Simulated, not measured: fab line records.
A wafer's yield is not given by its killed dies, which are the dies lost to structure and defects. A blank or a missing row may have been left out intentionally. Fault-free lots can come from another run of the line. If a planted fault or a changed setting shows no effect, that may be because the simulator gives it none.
Comparing a struck lot with a sound one | flow sky130 | 15 out of 708 route steps
Sound: these wafers, L709.2, L709.5, L709.6. Struck: wafers L726.2, L726.3, L726.5. The cause comes at the end.
Per side, at each step with rows, come the tool, then ch with its chambers, and then its first start. Under that, the readings that differ: sound wafers | struck wafers | difference of the means | sigmas: that difference in standard deviations of wafers without a fault.
alike: a reading whose means differ by less than 2 such deviations, as well as words and numbers matching on both sides. not compared: withheld readings; readings where some wafer has no value; bounds like >300 that might hide an equal value; numbers whose values overlap and for which the record gives no deviation.
A row with sigmas, a row that says differs or no value, or rows on one side alone: a step with any of these is where the two part. Numbers that have no deviation but don't overlap get no sigmas and don't part them. Lack of a reading on every wafer of one side parts them only where that side has two or more wafers.

first, 5 steps without rows for these wafers: SKY_SONOS_TUNNEL_COAT_02 (resist thk 1140 nm); SKY_SONOS_TUNNEL_SOFTBAKE_03 (time 60 s); SKY_SONOS_TUNNEL_EXPOSE_04 (exposes mask TUNM, target cd 410 nm); SKY_SONOS_TUNNEL_PEB_05; SKY_SONOS_TUNNEL_DEVELOP_06 (develop time 60 s).
SKY_SONOS_TUNNEL_CD_MEAS_07: the cd target is 410 nm.
  sound: cdSem-01 at day 12 17:46; struck: cdSem-01 at day 18 04:31
  alike: cdNm
SKY_SONOS_TUNNEL_OVL_MEAS_08:
  sound: overlay-02 at day 12 17:52; struck: overlay-02 at day 18 04:37
  alike: SONOS_TUNNEL_OVL
then, 3 steps without rows for these wafers: SKY_SONOS_TUNNEL_IMPLANT_09; SKY_SONOS_TUNNEL_WET_ETCH_10 (etches SiO2 in dHF, target depth 14 nm, time 280 s); SKY_SONOS_TUNNEL_STRIP_11 (strips in SPM, time 600 s).
SKY_SONOS_TUNNEL_TW_MEAS_12:
  sound: filmMetro-04 at day 12 18:20; struck: filmMetro-01 at day 18 05:05
  alike: SONOS_TUNNEL_TW
then, 1 step without rows for these wafers: SKY_SONOS_TUNNEL_CLEAN_13 (cleans in dHF, time 20 s).
SKY_SONOS_ONO_OXIDATION_00: stabilise 600 s, purge 300 s, target thk 2.6 nm.
  sound on furnace-01 ch 0, day 12 19:17; struck on furnace-02 ch 0, day 18 05:12
reading                                         | sound             | struck            | difference | sigmas
spikeTcBottomC (C)                              | 815.8 817.1 816.5 | 830.4 832.7 830.4 | +14.7      | +5
spikeTcCentreC (C)                              | 802.6 802.2 801.0 | 812.7 813.9 812.8 | +11.2      | +10
spikeTcLowerC (C)                               | 798.7 798.9 799.5 | 811.7 810.8 809.6 | +11.7      | +8
spikeTcTopC (C)                                 | 818.2 817.3 816.5 | 823.4 822.5 822.4 | +5.4       | +2
spikeTcUpperC (C)                               | 799.8 799.5 798.7 | 810.0 811.8 810.1 | +11.3      | +9
model.SiO2_of_SONOS_ONO_OXIDATION_00.thkNm (nm) | 2.579 2.599 2.585 | 2.959 2.994 2.962 | +0.384     | 
  alike: tube_center_temp_C_max
SKY_SONOS_ONO_THK_MEAS_01:
  sound: filmMetro-01 at day 12 20:39; struck: filmMetro-01 at day 18 06:47
reading                      | sound          | struck         | difference | sigmas
SONOS_ONO_OXIDATION_THK (nm) | 2.52 2.62 2.59 | 2.93 3.00 2.98 | +0.39      | +8
  not compared: hold
-- record jumps: 32 days separate the struck wafers' starts on either side; left off in module SONOS_ONO, taken up again in module PAD_OPEN, whose first shown step is the route's number 708 --
SKY_PAD_OPEN_PROBE_99:
  sound: prober-02 at day 47 00:46; struck: prober-02 at day 50 11:13
reading                           | sound                | struck               | difference | sigmas
model.etest.sonosErased.driveUaUm | 180.7 155.7 189.5    | 137.4 115.5 133.1    | -46.6      | 
model.etest.capOno.gateLog10ACm2  | -8.045 -8.095 -7.924 | -8.402 -8.576 -8.279 | -0.398     | 
model.etest.capOno.gateBvV (V)    | 16.42 15.96 16.46    | 16.47 16.72 16.82    | +0.39      | 
model.etest.sonosErased.vtV (V)   | -2.249 -2.176 -2.266 | -1.873 -1.735 -1.918 | +0.388     | 
model.etest.capOno.toxAccNm (nm)  | 12.93 13.07 12.91    | 13.22 13.37 13.1     | +0.26      | 
  alike: killed_at_M0_to_M3, killed_at_M4_up, killedAtContacts, killedAtFrontEnd, killedDies, killedOpen, killedShort
  not compared: model.etest.sonosProgrammed.vtV, model.etest.sonosBaked.vtLessV

## WHERE THEY PART
At SKY_SONOS_ONO_OXIDATION_00 first; at SKY_SONOS_ONO_THK_MEAS_01 last (within this record only). Later steps at which nothing parts them and some readings are alike: SKY_PAD_OPEN_PROBE_99.

WHY: what the simulator had put in
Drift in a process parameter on furnace-02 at SKY_SONOS_ONO_OXIDATION_00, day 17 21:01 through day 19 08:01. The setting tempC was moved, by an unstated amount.
